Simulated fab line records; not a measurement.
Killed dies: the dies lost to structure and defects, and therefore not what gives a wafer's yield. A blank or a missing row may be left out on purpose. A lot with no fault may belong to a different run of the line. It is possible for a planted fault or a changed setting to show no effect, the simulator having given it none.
Chamber matching ; flow sky130 ; SKY_VIA3_ETCH_14 on rie diel-03: 4 sister chambers
The step etches BARC in N2/H2, stops on SiO2, time 45.9 s, target depth 60 nm. 20 wafers are shown with their chamber, then 10 later ones without.

WAFERS PAIRED WITH THEIR CHAMBERS
wafer;chamber;throttle valve pct (%);oes product au (a.u.)
L075.1;1;13.232;0.850
L075.2;3;13.237;0.854
L075.5;0;13.223;0.854
L076.1;0;13.208;0.860
L076.2;3;13.243;0.850
L076.3;2;13.215;0.855
L076.4;1;13.226;0.852
L076.5;0;13.219;0.856
L076.6;1;13.223;0.853
L080.1;0;13.216;0.860
L080.2;2;13.238;0.861
L080.3;1;13.223;0.855
L080.4;3;13.217;0.862
L080.5;1;13.218;0.860
L080.6;2;13.230;0.859
L082.1;3;13.230;0.856
L082.4;0;13.227;0.849
L082.5;0;13.230;0.851
L083.1;3;13.230;0.858
L083.4;0;13.222;0.857

SIGNATURES, as means of the wafers listed above
reading;chamber 0;chamber 1;chamber 2;chamber 3;scatter within a chamber
throttle valve pct;13.22071;13.22440;13.22767;13.23140;0.00819
oes product au;0.85529;0.85400;0.85833;0.85600;0.00406
Rule: for each reading, subtract the chamber's mean from the wafer's reading, divide by that reading's scatter and square the result; add these up over the readings and take the root, which gives the wafer's distance from the chamber. The wafer belongs to the nearest chamber; if the next one is less than 2 further off, it can't be placed. How the scatter is found: for the shown wafers, subtract from each reading the mean of its chamber, square and add these, divide the total by (wafers less chambers), then take the root.

WAFERS WITHOUT THEIR CHAMBER
wafer;throttle valve pct (%);oes product au (a.u.)
L083.5;13.229;0.848
L087.1;13.221;0.857
L087.3;13.204;0.854
L087.4;13.235;0.850
L093.1;13.225;0.857
L093.2;13.212;0.868
L093.4;13.237;0.854
L094.2;13.232;0.861
L094.4;13.224;0.858
L094.6;13.236;0.861

WHICH CHAMBER EACH ONE RAN IN
wafer;from the rows above;in truth
L083.5;can't be placed: 1 or 3 or 0 or 2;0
L087.1;can't be placed: 0 or 1 or 2 or 3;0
L087.3;can't be placed: 0 or 1 or 2 or 3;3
L087.4;can't be placed: 3 or 1 or 0 or 2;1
L093.1;can't be placed: 2 or 0 or 1 or 3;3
L093.2;can't be placed: 2 or 0 or 1 or 3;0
L093.4;can't be placed: 3 or 1 or 2 or 0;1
L094.2;can't be placed: 2 or 3 or 1 or 0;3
L094.4;can't be placed: 2 or 0 or 1 or 3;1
L094.6;can't be placed: 2 or 3 or 1 or 0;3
Placed correctly: 0 of 10. These rows do not allow placing 10 (true chamber among the candidates in 10). Wrongly placed: 0.
